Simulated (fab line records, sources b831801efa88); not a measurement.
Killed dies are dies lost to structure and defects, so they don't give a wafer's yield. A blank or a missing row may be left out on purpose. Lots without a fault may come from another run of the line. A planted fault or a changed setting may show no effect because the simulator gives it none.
Problem report in the 8D (eight disciplines) form, filled by code | flow sky130 | the parts of the form that need people (team, actions taken, sign-off) are left out

1. THE PROBLEM
LI_CONTACT_HDPCVD_THK at SKY_LI_CONTACT_THK_MEAS_01 reads a mean of 1371 nm on 1 wafer of 1 lot; wafers without a fault read 933 nm with a standard deviation of 8.6. That is +51 standard deviations from the usual mean.
First seen on wafer L252.3, day 31 02:14, on film_metro-04. The record holds 33 wafers of 11 lots with a number at this step. Rule for "out", or "out of limits": more than 4 standard deviations from the usual mean. The other wafers with a number count as sound.

2. WHAT IT IS AND WHAT IT IS NOT
question                    | is                    | is not
which readings at this step | LI_CONTACT_HDPCVD_THK | -
which lots                  | L252                  | L246, L247, L251, L253, L254, L259, L261, L264, L265, L267
which wafers of those lots  | L252.3                | L252.2, L252.6
read on which gauges        | film_metro-04         | film_metro-01, film_metro-02
when                        | from day 31 02:14     | up to then (11 sound wafers); but 21 sound wafers of L253, L254, L259, L261, L264, L265, L267 came after

3. SUSPECTS, AND WHAT RULES EACH OUT
Counting: a tool at a process step up to the reading stays a suspect if it ran every lot that is out. Sound lots after the first of them don't rule it out here, since some wafers of a struck lot are sound.
- the gauge at SKY_LI_CONTACT_THK_MEAS_01: ruled out. All the wafers that are out were read on film_metro-04, but those of them that SKY_LI_CONTACT_HDPCVD_00 has rows for are out there too, on other tools.
- rie_si-01 at SKY_POLY_GATE_ETCH_17 (etches poly-Si in HBr/Cl2, stops on SiO2, target depth 180 nm, time 70.5 s): kept. It ran the lot that is out, L252 (day 19 12:16).
- hdpcvd-02 at SKY_LI_CONTACT_HDPCVD_00 (deposits PSG, target thk 930 nm, time 155 s): kept. It ran the lot that is out, L252 (day 31 02:07); its last sound lot up to then is L251 (day 31 00:32). Its own readings are out on those wafers: run_length_s.
- Within hdpcvd-02 at SKY_LI_CONTACT_HDPCVD_00: the wafers that are out ran in chamber 0; their sound lot-mates ran in chambers 1, 2.
Left after counting: rie_si-01 at SKY_POLY_GATE_ETCH_17, hdpcvd-02 at SKY_LI_CONTACT_HDPCVD_00.

4. THE CAUSE (what the simulator had put in)
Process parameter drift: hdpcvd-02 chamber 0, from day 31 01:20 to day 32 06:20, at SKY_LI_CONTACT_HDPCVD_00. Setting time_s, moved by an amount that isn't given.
Counting left 2 suspects, and this tool is among them.

5. THE CHAIN OF EFFECTS, in route order
Each row: a reading whose mean over the struck wafers that have a number lies more than 3 standard deviations from the usual. Only readings for which the record gives a usual standard deviation are gone through. hours: the time from each lot's start at the first step in this table that gives one to its start at this step, as a median over the lots. sigmas: the change in usual standard deviations.
hours | step                       | reading               | usual   | on struck wafers | change | sigmas
0     | SKY_LI_CONTACT_HDPCVD_00   | run_length_s          | 183.1 s | 256.0            | +72.9  | +99 or more
0     | SKY_LI_CONTACT_THK_MEAS_01 | LI_CONTACT_HDPCVD_THK | 933 nm  | 1371             | +438   | +51
0     | SKY_LI_CONTACT_CMP_02      | time_to_endpoint_s    | 33.2 s  | 76.8             | +43.6  | +16
The process steps in it:
- SKY_LI_CONTACT_HDPCVD_00: deposits PSG, target thk 930 nm, time 155 s.
- SKY_LI_CONTACT_CMP_02: polishes PSG.
Later measuring or inspecting steps at which every struck wafer that the step has a row for has a number for every such reading, and none has moved that far: SKY_CONTACT_BOW_MEAS_05, SKY_CONTACT_CD_MEAS_14.

6. WHAT WOULD HAVE CAUGHT IT SOONER
In this record the first reading out of limits at a measuring or inspecting step was taken at day 31 02:14, 1 hour after the fault began at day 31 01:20.
The tool's own readings at SKY_LI_CONTACT_HDPCVD_00 were out on every struck wafer that the step has a row for (run_length_s): an alarm limit on them would have fired on the first of those.
All the lots that are out (1) had begun SKY_LI_CONTACT_HDPCVD_00 on hdpcvd-02 by day 31 02:14. A hold on the tool at that time would have spared none of them.
